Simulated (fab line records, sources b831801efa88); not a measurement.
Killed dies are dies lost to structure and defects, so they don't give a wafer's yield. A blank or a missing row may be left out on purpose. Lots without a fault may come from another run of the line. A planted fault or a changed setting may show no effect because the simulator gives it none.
Which tool did it? | flow gf180mcu | 6 lots, 18 wafers sampled, at 3 steps of a route of 602

WHAT THE GAUGES READ, wafer by wafer
GF_PSD_RS_MEAS_15: measures by four-point-probe.
lot  | measured     | on            | PSD_RS (ohm/sq)
L241 | day 14 14:20 | film_metro-02 | 108.7 108.8 109.1
L246 | day 16 08:20 | film_metro-01 | 109.4 108.9 109.1
L251 | day 18 10:13 | film_metro-04 | 109.0 108.5 108.7
L257 | day 20 10:04 | film_metro-01 | 105.3 105.3 105.1
L261 | day 21 12:22 | film_metro-04 | 108.5 108.6 108.1
L263 | day 22 06:56 | film_metro-02 | 108.6 108.6 108.9

WHICH TOOL RAN EACH LOT (tool, then ch and the chambers of the sampled wafers, then the start)
lot  | GF_PSD_IMPLANT_09               | GF_PSD_STRIP_10
L241 | implanter-03 ch 0, day 14 13:46 | plasma_asher-02 ch 0,1, day 14 13:55
L246 | implanter-04 ch 0, day 16 07:47 | plasma_asher-03 ch 0,1, day 16 07:55
L251 | implanter-03 ch 0, day 18 09:40 | plasma_asher-03 ch 0,1, day 18 09:49
L257 | implanter-03 ch 0, day 20 09:31 | plasma_asher-02 ch 0,1, day 20 09:40
L261 | implanter-04 ch 0, day 21 11:48 | plasma_asher-02 ch 0,1, day 21 11:56
L263 | implanter-02 ch 0, day 22 06:23 | plasma_asher-04 ch 1, day 22 06:30
- GF_PSD_IMPLANT_09
- GF_PSD_STRIP_10: strips in O2/N2.

THE ANSWER, worked out from the rows above alone
Rule: what is usual is taken from the lots themselves. Put in order of their means at a reading, lots are off if they are a third of the lots or fewer, leave a main group of 4 or more, and stand apart from it by a gap of 3 or more times the standard deviation of the main group's means; of several such gaps the widest counts. A main group whose means are all the same, to the digits that the tables above print for the reading, isn't used. A lot without any number at a reading at which 4 lots or more have one is off too. The other lots that the step has rows for count as sound.
Off: L257, at GF_PSD_RS_MEAS_15 (PSD_RS). The main group: mean 108.8 ohm/sq, standard deviation 0.24.
A tool fits if, at a process step before that reading, it ran every lot that is off, and no sound lot after the first of them. The gauges at GF_PSD_RS_MEAS_15 are tried like those tools. Can't be told from this: 2 tools fit, implanter-03 at GF_PSD_IMPLANT_09, film_metro-01 at GF_PSD_RS_MEAS_15.

WHAT THE SIMULATOR HAD PUT IN
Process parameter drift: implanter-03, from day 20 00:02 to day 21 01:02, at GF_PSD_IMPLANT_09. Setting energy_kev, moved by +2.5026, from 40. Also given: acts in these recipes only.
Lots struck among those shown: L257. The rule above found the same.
